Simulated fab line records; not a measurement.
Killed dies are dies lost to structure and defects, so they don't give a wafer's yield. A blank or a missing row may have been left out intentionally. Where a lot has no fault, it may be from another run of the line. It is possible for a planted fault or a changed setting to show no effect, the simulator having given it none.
A struck lot beside a sound one ; flow sky130 ; 19 steps out of a route of 708
Sound: the wafers L197.4, L197.5, L197.6. The struck wafers were L202.1, L202.5, L202.6. Last of all comes the cause.
At each step with rows: each side's tool, then ch and its chambers, then its first start. Under that, the readings that differ: sound wafers ; struck wafers ; difference of the means ; sigmas: that difference in standard deviations of wafers without a fault.
alike: words and numbers the same on both sides, and readings whose means are apart by under 2 such deviations; not compared: readings that were withheld, readings missing a value for some wafer, numbers with overlapping values and no deviation given by the record, and bounds like >300 which may hide the same value.
Wherever a step has rows on one side only, a row that says differs or no value, or a row with sigmas, the two part there. When numbers do not overlap yet have no deviation, they are printed without sigmas and do not part them. Lack of a reading on every wafer of one side parts them only where that side has two or more wafers.

first, 3 steps without rows for these wafers: SKY_VT_ADJUST_NCORE_EXPOSE_04 (exposes mask LVTN COMPLEMENT THIN, target cd 380 nm); SKY_VT_ADJUST_NCORE_PEB_05; SKY_VT_ADJUST_NCORE_DEVELOP_06 (develop time 60 s).
SKY_VT_ADJUST_NCORE_CD_MEAS_07 targets a cd of 380 nm.
  struck on cd_sem-02, day 12 19:46; sound on cd_sem-02, day 11 03:08
  alike: cd_nm
SKY_VT_ADJUST_NCORE_OVL_MEAS_08:
  struck on overlay-01, day 12 19:53; sound on overlay-01, day 11 03:12
  alike: VT_ADJUST_NCORE_OVL
following that, these wafers have no rows for 1 step: SKY_VT_ADJUST_NCORE_IMPLANT_09.
SKY_VT_ADJUST_NCORE_STRIP_10: strips in O2/N2.
  sound on plasma_asher-04 ch 0,1, day 11 03:25; struck on plasma_asher-03 ch 0,1, day 12 20:04
  alike: drypump_motor_current_A, oes_product_au, strip_time_to_endpoint_s
  not compared: rf_hours_counter_h
SKY_VT_ADJUST_NCORE_TW_MEAS_11:
  struck on film_metro-04, day 12 20:10; sound on film_metro-04, day 11 03:30
  alike: VT_ADJUST_NCORE_TW
then, 4 steps without rows for these wafers: SKY_VT_ADJUST_HVTR_DEHYDRATE_00 (time 60 s); SKY_VT_ADJUST_HVTR_HMDS_01 (prime time 60 s); SKY_VT_ADJUST_HVTR_COAT_02 (resist thk 1140 nm); SKY_VT_ADJUST_HVTR_SOFTBAKE_03 (time 60 s).
SKY_VT_ADJUST_HVTR_EXPOSE_04: exposes mask HVTRM, target cd 380 nm.
  sound on iline_stepper-01 ch 0, day 11 14:54; struck on iline_stepper-01 ch 0, day 13 08:12
reading;sound;struck;difference;sigmas
model.VT_ADJUST_HVTR.overlay_x_nm (nm);0.7257 0.7257 0.7257;47.43 47.43 47.43;+46.70;
  alike: mask, exposure_dose_mJ_cm2, stage_vel_mm_s
then, 2 steps without rows for these wafers: SKY_VT_ADJUST_HVTR_PEB_05; SKY_VT_ADJUST_HVTR_DEVELOP_06 (develop time 60 s).
SKY_VT_ADJUST_HVTR_CD_MEAS_07 targets a cd of 380 nm.
  struck on cd_sem-01, day 13 20:49; sound on cd_sem-02, day 12 02:15
  alike: cd_nm
SKY_VT_ADJUST_HVTR_OVL_MEAS_08:
  struck on overlay-02, day 13 20:56; sound on overlay-01, day 12 02:20
reading;sound;struck;difference;sigmas
VT_ADJUST_HVTR_OVL (nm);-0.3 -0.3 1.4;46.6 45.1 46.2;+45.7;+33
following that, these wafers have no rows for 1 step: SKY_VT_ADJUST_HVTR_IMPLANT_09.
SKY_PAD_OPEN_PROBE_99:
  the record has rows for the sound wafers here (prober-01, day 47 14:54) and none for the struck ones

WHERE THEY PART
Last at SKY_PAD_OPEN_PROBE_99 as far as this record goes, first at SKY_VT_ADJUST_HVTR_OVL_MEAS_08.

WHY: whatever the simulator had introduced
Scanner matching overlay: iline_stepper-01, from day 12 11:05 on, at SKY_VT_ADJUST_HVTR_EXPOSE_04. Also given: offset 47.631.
